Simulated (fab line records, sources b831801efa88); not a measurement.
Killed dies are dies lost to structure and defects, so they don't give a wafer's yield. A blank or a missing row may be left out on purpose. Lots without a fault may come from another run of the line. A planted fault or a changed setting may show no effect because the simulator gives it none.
One fault seen from 2 desks | flow sky130 | each desk has only its own numbers; what lay behind them comes last

THE METROLOGY DESK
What the gauges read, lot by lot, whatever tool the lot ran on: means of the sampled wafers that have a number. A lot is out of limits, marked OUT, if its mean lies more than 4 standard deviations from the usual mean; the brackets give that distance.
Columns: A = PASSIVATION_CVD_02_THK at SKY_PASSIVATION_THK_MEAS_03, usual 542 nm
lot  | first seen here | A
L116 | day 45 13:22    | 544
L117 | day 45 21:50    | 536
L119 | day 46 21:28    | 541
L122 | day 47 06:34    | 540
L123 | day 47 16:50    | 542
L125 | day 48 02:38    | 545
L126 | day 48 07:01    | 544
L127 | day 48 17:23    | 548
L128 | day 49 00:20    | 540
L137 | day 50 15:47    | 535
L138 | day 50 18:07    | 545
This desk's finding: nothing out of limits on any of the 11 lots.

THE TOOL OWNER'S DESK: rie_diel-04
The tool's own readings at SKY_VIA2_ETCH_14 (etches BARC in N2/H2, stops on SiO2, time 45.9 s, target depth 60 nm): means of the sampled wafers that have a number, for each lot that ran on this tool. A lot is out of limits, marked OUT, if its mean lies more than 4 standard deviations from the usual mean; the brackets give that distance.
Columns: A = chamber_pressure_mTorr at SKY_VIA2_ETCH_14, usual 30.00 mTorr; B = drypump_motor_current_A at SKY_VIA2_ETCH_14, usual 5.7 A; C = oes_product_au at SKY_VIA2_ETCH_14, usual 0.856 a.u.; D = rf_fwd_power_W at SKY_VIA2_ETCH_14, usual 494.3 W; E = throttle_valve_pct at SKY_VIA2_ETCH_14, usual 13.225 %
lot  | first seen here | A     | B   | C     | D     | E
L119 | day 39 10:49    | 29.99 | 5.6 | 0.857 | 494.8 | 13.226
L122 | day 39 20:22    | 29.99 | 5.7 | 0.855 | 492.6 | 13.221
L123 | day 40 09:19    | 30.01 | 5.6 | 0.853 | 494.4 | 13.233
L125 | day 40 19:37    | 29.99 | 5.7 | 0.853 | 493.3 | 13.226
L126 | day 41 05:34    | 29.98 | 5.4 | 0.854 | 494.7 | 13.219
L137 | day 44 00:25    | 29.99 | 5.6 | 0.857 | 496.1 | 13.224
This desk's finding: nothing out of limits on any of the 6 lots.

PUT TOGETHER
The metrology desk saw nothing out of limits.
The tool owner's desk saw nothing out of limits.

WHAT THE SIMULATOR HAD PUT IN
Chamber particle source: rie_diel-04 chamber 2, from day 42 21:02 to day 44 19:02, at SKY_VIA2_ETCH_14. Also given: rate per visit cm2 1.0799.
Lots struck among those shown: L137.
